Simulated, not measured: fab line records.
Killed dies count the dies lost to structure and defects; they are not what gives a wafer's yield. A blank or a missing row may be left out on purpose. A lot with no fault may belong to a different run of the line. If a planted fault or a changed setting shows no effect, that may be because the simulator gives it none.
One fault seen from 2 desks ; flow sky130 ; each desk has only its own numbers; what lay behind them comes last

== THE METROLOGY DESK ==
Means of the sampled wafers that have a number, per lot and without regard to the tool the lot ran on: this is what the gauges read. The brackets show how far a lot's mean lies from the usual mean; more than 4 standard deviations puts the lot out of limits, marked OUT.
Columns: A = SPACER_CVD_00_THK at SKY_SPACER_THK_MEAS_01, usual 42.9 nm
lot;first seen here;A
L122;day 22 12:05;42.9
L123;day 22 21:07;43.3
L124;day 23 18:17;42.6
L125;day 24 00:56;43.1
L126;day 24 08:05;41.5
L127;day 24 22:02;42.7
L128;day 25 03:58;43.0
L129;day 25 11:37;43.2
L130;day 25 14:10;42.5
L134;day 27 12:55;42.8
L136;day 27 18:26;35.2 (-17) OUT
L137;day 28 10:14;34.7 (-19) OUT
L138;day 29 07:14;34.0 (-20) OUT
This desk reports L136, L137, L138 out of limits; the earliest was L136 at day 27 18:26 (SPACER_CVD_00_THK at SKY_SPACER_THK_MEAS_01). Within limits: L122, L123, L124, L125, L126, L127, L128, L129, L130, L134.

== DESK OF THE TOOL OWNER: lpcvd-02 ==
The tool's own readings at SKY_SPACER_CVD_00 (deposits Si3N4 from DCS/NH3, target thk 43.1 nm, time 740 s): means of the sampled wafers that have a number, for each lot that ran on this tool. The brackets show how far a lot's mean lies from the usual mean; more than 4 standard deviations puts the lot out of limits, marked OUT.
Columns: A = pressure_mtorr at SKY_SPACER_CVD_00, usual 250.0 mTorr
lot;first seen here;A
L122;day 22 10:53;249.1
L123;day 22 19:55;250.1
L124;day 23 17:04;250.4
L125;day 23 23:44;250.0
L126;day 24 06:53;250.1
L127;day 24 20:50;249.3
L128;day 25 02:45;250.2
L129;day 25 10:24;249.6
L130;day 25 12:58;250.3
L134;day 27 11:05;249.8
L136;day 27 17:14;124.8 (-99 or more) OUT
L137;day 28 08:26;125.2 (-99 or more) OUT
L138;day 29 06:02;124.7 (-99 or more) OUT
This desk's finding: out of limits on L136, L137, L138; first on L136, day 27 17:14 (pressure_mtorr at SKY_SPACER_CVD_00). Within limits: L122, L123, L124, L125, L126, L127, L128, L129, L130, L134.

== ALL TOGETHER ==
The tool owner's desk had the chance to raise an alarm at day 27 17:14 on L136, L137, L138.
L136, L137, L138 would have let the metrology desk raise an alarm at day 27 18:26.
On lpcvd-02, each named lot ran SKY_SPACER_CVD_00.

== WHAT THE SIMULATOR HAD INSERTED ==
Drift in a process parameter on lpcvd-02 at SKY_SPACER_CVD_00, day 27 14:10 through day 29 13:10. The setting pressure_mtorr was moved by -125, starting from 250. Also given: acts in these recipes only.
Shown lots that were struck: L136, L137, L138.
Hours from the fault's start to each desk's first reading out of limits: the tool owner's desk, 3; the metrology desk, 4.
